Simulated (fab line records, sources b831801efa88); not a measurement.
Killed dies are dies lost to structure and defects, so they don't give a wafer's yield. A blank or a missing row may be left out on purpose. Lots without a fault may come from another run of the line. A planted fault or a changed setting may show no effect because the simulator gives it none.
fab line records | flow sky130
record lots=14 wafers=42 last_day=50
route steps=708 shown FIELD_ISO@3 NWELL@62 SONOS_ONO@181 POLY_GATE@205 PAD_OPEN@708
lots that met no fault: from a run of the same line without faults
start_h: hours from the record's first day to the start of the lot's first wafer shown | wait_h: hours since the lot's step before | " the same as in the row above | L1.1+2: a row that stands for several wafers | - no value, or no start given | * or withheld: withheld | < > ~ a bound
route shown NAME@n: a module of which the file shows steps, and the number in the route of the first | usual: mean/standard deviation of fault-free wafers | same: alike in all rows | chamber/n: place in a boat | sites: the reading at each site | _std_site: their standard deviation | _edge_site: outer sites' mean less inner sites' | radius_mm: how far each site lies from the wafer's centre | mask NAME#n: copy n | behind: the tool/chamber that last shaped the wafer | hold: why the lot was held/for how many hours/how that ended | device: the transistor (n, p or np) that didn't switch | end of line: the same wafers' tests at the end of the route | a step without rows: its recipe alone | killed: dies lost to structure and defects at the first sort, not the wafer's yield | map: a wafer's dies, x killed, . not, _ none there
set.NAME: the setting as run; set.NAME@STEP: as run at that earlier step | model.NAME: the simulator's own value behind a step, which no gauge read
steps of the route over a sample of lots; a table a step, a row a wafer
## steps
# step SKY_FIELD_ISO_THK_MEAS_02
# recipe reads=SiO2_of_FIELD_ISO_OXIDATION_01
# usual FIELD_ISO_OXIDATION_00_THK=12.11/0.23
# columns lot.wafer tool chamber start_h wait_h FIELD_ISO_OXIDATION_00_THK[nm]
L867.1 film_metro-04 - 13.37 0.0 12.12
L867.2 " - " " 12.14
L867.5 " - " " 12.30
L868.3 film_metro-04 - 16.77 0.0 12.16
L868.5 " - " " 12.03
L868.6 " - " " 12.04
L869.1 film_metro-02 - 23.67 0.0 12.36
L869.3 " - " " 12.25
L869.4 " - " " 12.30
L870.2 film_metro-04 - 26.64 0.0 12.02
L870.4 " - " " 12.38
L870.6 " - " " 12.15
L871.2 film_metro-04 - 31.98 0.0 11.90
L871.3 " - " " 12.10
L871.4 " - " " 11.81
L873.3 film_metro-03 - 41.65 0.0 11.92
L873.4 " - " " 12.20
L873.6 " - " " 12.12
L875.2 film_metro-04 - 52.76 0.0 12.18
L875.4 " - " " 11.81
L875.6 " - " " 12.03
L876.1 film_metro-02 - 57.26 0.0 12.11
L876.3 " - " " 12.11
L876.4 " - " " 12.03
L878.3 film_metro-03 - 68.43 0.0 12.11
L878.4 " - " " 12.24
L878.6 " - " " 12.18
L882.4 film_metro-04 - 86.66 0.0 12.15
L882.5 " - " " 12.07
L882.6 " - " " 12.02
L886.3 film_metro-03 - 109.73 0.0 12.65
L886.5 " - " " 12.77
L886.6 " - " " 12.56
L888.1 film_metro-04 - 116.97 0.0 12.29
L888.2 " - " " 12.20
L888.5 " - " " 12.19
L889.1 film_metro-03 - 121.93 0.0 12.15
L889.2 " - " " 11.96
L889.4 " - " " 12.13
L890.3 film_metro-04 - 127.26 0.0 12.01
L890.4 " - " " 12.06
L890.5 " - " " 12.26
# step SKY_NWELL_DEVELOP_09
# recipe wall_angle_deg=90 developer=TMAH develop_time_s=60 dev_temp_c=23
# columns lot.wafer tool chamber start_h wait_h
L867.1+2+5 litho_track-01 0 85 -
L868.3+5+6 litho_track-01 0 85 -
L869.1+3+4 litho_track-01 0 98 -
L870.2+4+6 litho_track-01 0 100 -
L871.2+3+4 litho_track-04 0 111 -
L873.3+4+6 litho_track-01 0 123 -
L875.2+4+6 litho_track-01 0 132 -
L876.1+3+4 litho_track-04 0 134 -
L878.3+4+6 litho_track-01 0 151 -
L882.4+5+6 litho_track-01 0 175 -
L886.3+5+6 litho_track-01 0 198 -
L888.1+2+5 litho_track-04 0 207 -
L889.1+2+4 litho_track-02 0 212 -
L890.3+4+5 litho_track-02 0 221 -
# step SKY_NWELL_OVL_MEAS_10
# usual NWELL_00_OVL=0.1/1.5
# columns lot.wafer tool chamber start_h wait_h NWELL_00_OVL[nm]
L867.1 overlay-01 - 85.65 - -0.6
L867.2 " - " " -1.1
L867.5 " - " " 0.7
L868.3 overlay-02 - 86.01 - -1.3
L868.5 " - " " -1.3
L868.6 " - " " -0.9
L869.1 overlay-02 - 98.25 - 0.8
L869.3 " - " " -0.1
L869.4 " - " " 0.8
L870.2 overlay-02 - 100.50 - -2.5
L870.4 " - " " -0.9
L870.6 " - " " -1.3
L871.2 overlay-01 - 111.29 - 1.4
L871.3 " - " " 2.0
L871.4 " - " " 1.5
L873.3 overlay-01 - 123.21 - -0.4
L873.4 " - " " 1.0
L873.6 " - " " -0.9
L875.2 overlay-02 - 132.40 - 2.3
L875.4 " - " " 2.5
L875.6 " - " " 1.9
L876.1 overlay-02 - 134.59 - -2.0
L876.3 " - " " -0.8
L876.4 " - " " -2.3
L878.3 overlay-01 - 151.76 - -1.0
L878.4 " - " " -0.1
L878.6 " - " " -0.3
L882.4 overlay-02 - 175.41 - -
L882.5 " - " " -
L882.6 " - " " -
L886.3 overlay-01 - 198.61 - -
L886.5 " - " " -
L886.6 " - " " -
L888.1 overlay-01 - 207.49 - 1.4
L888.2 " - " " 1.1
L888.5 " - " " 1.7
L889.1 overlay-02 - 212.34 - 0.1
L889.2 " - " " -1.0
L889.4 " - " " -0.2
L890.3 overlay-01 - 222.11 - 1.0
L890.4 " - " " 0.6
L890.5 " - " " 1.8
# step SKY_SONOS_ONO_CD_MEAS_13
# recipe target_cd_nm=410
# usual cd_nm=410.0/2.3
# columns lot.wafer tool chamber start_h wait_h cd_nm
L868.3 cd_sem-01 - 281.51 0.1 413.6
L868.5 " - " " 414.0
L868.6 " - " " 410.9
L867.1 cd_sem-01 - 281.71 0.2 407.9
L867.2 " - " " 412.6
L867.5 " - " " 410.0
L869.1 cd_sem-01 - 298.77 0.1 405.4
L869.3 " - " " 408.0
L869.4 " - " " 407.0
L870.2 cd_sem-01 - 304.16 0.1 406.6
L870.4 " - " " 405.0
L870.6 " - " " 408.1
L871.2 cd_sem-02 - 316.84 0.1 408.3
L871.3 " - " " 407.8
L871.4 " - " " 408.3
L873.3 cd_sem-01 - 336.09 0.1 406.4
L873.4 " - " " 406.7
L873.6 " - " " 405.9
L875.2 cd_sem-02 - 346.86 0.1 409.3
L875.4 " - " " 408.5
L875.6 " - " " 409.2
L876.1 cd_sem-02 - 351.19 0.1 412.8
L876.3 " - " " 412.3
L876.4 " - " " 413.0
L878.3 cd_sem-01 - 375.91 0.1 410.7
L878.4 " - " " 412.1
L878.6 " - " " 409.3
L882.4 cd_sem-01 - 406.33 0.1 409.3
L882.5 " - " " 411.7
L882.6 " - " " 408.6
L886.3 cd_sem-02 - 442.28 0.1 409.1
L886.5 " - " " 408.0
L886.6 " - " " 409.3
L888.1 cd_sem-02 - 453.02 0.1 408.6
L888.2 " - " " 413.5
L888.5 " - " " 408.9
L889.1 cd_sem-02 - 460.94 0.1 409.8
L889.2 " - " " 411.2
L889.4 " - " " 411.3
L890.3 cd_sem-02 - 475.93 0.1 412.0
L890.4 " - " " 414.4
L890.5 " - " " 414.2
# step SKY_POLY_GATE_THK_MEAS_01
# recipe reads=poly-Si_of_POLY_GATE_CVD_00
# usual POLY_GATE_CVD_00_THK=178.9/1.4
# columns lot.wafer tool chamber start_h wait_h POLY_GATE_CVD_00_THK[nm]
L868.3 film_metro-04 - 312.76 0.0 177.0
L868.5 " - " " 179.0
L868.6 " - " " 177.2
L867.1 film_metro-01 - 314.27 0.0 179.3
L867.2 " - " " 180.9
L867.5 " - " " 179.8
L869.1 film_metro-04 - 330.49 0.0 177.7
L869.3 " - " " 180.2
L869.4 " - " " 179.6
L870.2 film_metro-04 - 336.26 0.0 181.1
L870.4 " - " " 181.7
L870.6 " - " " 182.3
L871.2 film_metro-02 - 350.42 0.0 179.2
L871.3 " - " " 179.9
L871.4 " - " " 179.9
L873.3 film_metro-01 - 369.80 0.0 179.8
L873.4 " - " " 178.4
L873.6 " - " " 179.2
L875.2 film_metro-01 - 382.73 0.0 178.5
L875.4 " - " " 178.0
L875.6 " - " " 177.1
L876.1 film_metro-01 - 388.07 0.0 176.5
L876.3 " - " " 177.0
L876.4 " - " " 177.4
L878.3 film_metro-02 - 420.78 0.0 177.4
L878.4 " - " " 177.9
L878.6 " - " " 179.0
L882.4 film_metro-04 - 446.25 0.0 178.1
L882.5 " - " " 177.9
L882.6 " - " " 177.0
L886.3 film_metro-04 - 480.69 0.0 178.4
L886.5 " - " " 179.1
L886.6 " - " " 179.6
L888.1 film_metro-04 - 489.63 0.0 177.6
L888.2 " - " " 178.4
L888.5 " - " " 178.3
L889.1 film_metro-04 - 496.64 0.0 175.5
L889.2 " - " " 178.5
L889.4 " - " " 177.6
L890.3 film_metro-02 - 511.14 0.0 179.9
L890.4 " - " " 179.9
L890.5 " - " " 180.7
# step SKY_PAD_OPEN_PROBE_99
# usual killed_at_M0_to_M3=43/6.8 killed_at_M4_up=2.9/1.7 killed_at_contacts=24/5.4 killed_at_front_end=15/4.8 killed_at_other=0.3/0.57 killed_dies=85/9.4 killed_on_rim=16/4 killed_open=47/7.5 killed_short=38/5.7
# same gross_dies=492 killed_at_back_side=0
# columns lot.wafer tool chamber start_h wait_h killed_at_M0_to_M3 killed_at_M4_up killed_at_contacts killed_at_front_end killed_at_other killed_dies killed_on_rim killed_open killed_short
L882.4 prober-02 - 1155.38 0.2 36 3 28 425 0 492 96 42 33
L882.5 prober-02 - 1155.43 0.2 38 3 28 422 1 492 96 36 43
L882.6 prober-02 - 1155.48 0.2 44 4 32 412 0 492 96 53 38
L886.3 prober-02 - 1173.32 0.2 31 1 19 441 0 492 96 29 27
L886.5 prober-02 - 1173.42 0.2 41 5 12 433 1 492 96 32 35
L886.6 prober-02 - 1173.47 0.2 37 4 23 427 1 492 96 43 32
# killed by level:class
L882.4 NWELL:area_develop=417 CONTACT:geometric_particle:open=11 VIA1:geometric_particle:open=7 METAL2:geometric_particle:short=6 LI_CONTACT:geometric_particle:open=5 LOCAL_INTERCONNECT:geometric_particle:short=5 METAL1:geometric_particle:short=5 VIA2:geometric_particle:open=5
L882.5 NWELL:area_develop=413 CONTACT:geometric_particle:short=9 METAL2:geometric_particle:short=8 VIA3:geometric_particle:open=8 VIA1:geometric_particle:open=6 LI_CONTACT:geometric_particle:open=5 VIA2:geometric_particle:open=5 POLY_GATE:geometric_particle:short=4
L882.6 NWELL:area_develop=401 LI_CONTACT:geometric_particle:open=10 VIA3:geometric_particle:open=9 CONTACT:geometric_particle:open=9 VIA1:geometric_particle:open=9 VIA2:geometric_particle:open=8 CONTACT:geometric_particle:short=6 FIELD_ISO:geometric_particle:short=4
L886.3 NWELL:area_develop=436 VIA1:geometric_particle:open=6 CONTACT:geometric_particle:open=6 VIA3:geometric_particle:open=6 LI_CONTACT:geometric_particle:short=4 LI_CONTACT:geometric_particle:open=4 CONTACT:geometric_particle:short=4 METAL1:geometric_particle:short=3
L886.5 NWELL:area_develop=425 VIA1:geometric_particle:open=14 METAL3:geometric_particle:short=5 METAL4:geometric_particle:short=5 LOCAL_INTERCONNECT:geometric_particle:short=4 CONTACT:geometric_particle:open=4 METAL1:geometric_particle:short=4 METAL2:geometric_particle:short=4
L886.6 NWELL:area_develop=417 CONTACT:geometric_particle:open=12 VIA1:geometric_particle:open=9 VIA2:geometric_particle:open=7 VIA3:geometric_particle:open=6 LOCAL_INTERCONNECT:geometric_particle:short=5 LI_CONTACT:geometric_particle:open=4 VIA3:geometric_particle:short=4
## key
first_sign step=SKY_NWELL_OVL_MEAS_10 reading=NWELL_00_OVL direction=missing
effect step=SKY_PAD_OPEN_PROBE_99 reading=killed_at_front_end direction=up sigmas=86 usual=15 struck=427
more_kills_born_at SKY_NWELL_DEVELOP_09@litho_track-01=2509
met_at SKY_NWELL_DEVELOP_09
struck_lots L882,L886
tester_left_out L882,L886
not_acting_at SKY_FIELD_ISO_THK_MEAS_02,SKY_SONOS_ONO_CD_MEAS_13,SKY_POLY_GATE_THK_MEAS_01
onset_between 151 175
fault kind=process_parameter_drift tool=litho_track-01 chamber=- onset_h=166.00 steps=SKY_NWELL_DEVELOP_09 channel=develop_time_s offset=* shape=step end_h=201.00 acts_in=* stated=*
# tester_left_out: of these lots the tester's yield and bins aren't shown, on N5 and GAA mostly nor the transistor test; their killed dies are dies lost to structure and defects alone, not to doping, threshold or leakage, so they don't give the yield
